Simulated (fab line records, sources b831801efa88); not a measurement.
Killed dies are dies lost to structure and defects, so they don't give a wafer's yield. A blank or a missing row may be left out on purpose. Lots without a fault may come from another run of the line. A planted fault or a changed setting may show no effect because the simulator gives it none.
One fault seen from 2 desks | flow gf180mcu | each desk has only its own numbers; what lay behind them comes last

THE METROLOGY DESK
What the gauges read, lot by lot, whatever tool the lot ran on: means of the sampled wafers that have a number. A lot is out of limits, marked OUT, if its mean lies more than 4 standard deviations from the usual mean; the brackets give that distance.
Columns: A = LVPWELL_TW at GF_LVPWELL_TW_MEAS_11, usual 562; B = MVPSD_OVL at GF_MVPSD_OVL_MEAS_07, usual -1.2 nm
lot  | first seen here | A   | B
L871 | day 3 19:54     | 558 | -4.0
L872 | day 4 04:46     | 563 | -0.3
L873 | day 4 06:53     | 564 | -2.2
L874 | day 4 13:02     | 556 | -2.8
L875 | day 4 20:56     | 567 | -2.2
L876 | day 5 00:12     | 569 | -2.8
L877 | day 5 06:08     | 557 | 0.7
L886 | day 7 09:01     | 567 | -2.5
L887 | day 7 17:30     | 569 | -2.4
L889 | day 8 02:24     | 567 | -0.9
L890 | day 8 06:53     | 562 | -1.6
L893 | day 9 00:28     | 558 | -1.5
L894 | day 9 11:11     | 566 | 0.8
This desk's finding: nothing out of limits on any of the 13 lots.

THE TOOL OWNER'S DESK: rie_si-01
The tool's own readings at GF_STI_ETCH_14 (etches Si in HBr/Cl2/O2, target depth 360 nm, time 102.9 s): means of the sampled wafers that have a number, for each lot that ran on this tool. A lot is out of limits, marked OUT, if its mean lies more than 4 standard deviations from the usual mean; the brackets give that distance.
Columns: A = drypump_motor_current_A at GF_STI_ETCH_14, usual 5.6 A; B = oes_product_au at GF_STI_ETCH_14, usual 0.995 a.u.; C = run_length_s at GF_STI_ETCH_14, usual 131.2 s; D = throttle_valve_pct at GF_STI_ETCH_14, usual 25.658 %
lot  | first seen here | A   | B     | C               | D
L871 | day 2 01:13     | 5.4 | 0.989 | 130.6           | 25.668
L873 | day 2 10:37     | 5.8 | 0.996 | 131.3           | 25.664
L876 | day 3 04:18     | 5.9 | 0.994 | 130.9           | 25.659
L886 | day 5 06:38     | 5.8 | 0.993 | 120.2 (-35) OUT | 25.662
L887 | day 5 12:46     | 5.9 | 0.994 | 120.3 (-35) OUT | 25.666
This desk's finding: out of limits on L886, L887; first on L886, day 5 06:38 (run_length_s at GF_STI_ETCH_14). In limits: L871, L873, L876.

PUT TOGETHER
The tool owner's desk could have raised an alarm at day 5 06:38, on L886, L887.
The metrology desk saw nothing out of limits.
The metrology desk has L886, L887 on record, within its limits.
Of the lots named, all ran GF_STI_ETCH_14 on rie_si-01.

WHAT THE SIMULATOR HAD PUT IN
Process parameter drift: rie_si-01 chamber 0, from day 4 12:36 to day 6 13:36, at GF_STI_ETCH_14. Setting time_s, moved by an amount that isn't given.
Lots struck among those shown: L886, L887.
Hours from the fault's start to each desk's first reading out of limits: the tool owner's desk, 18.
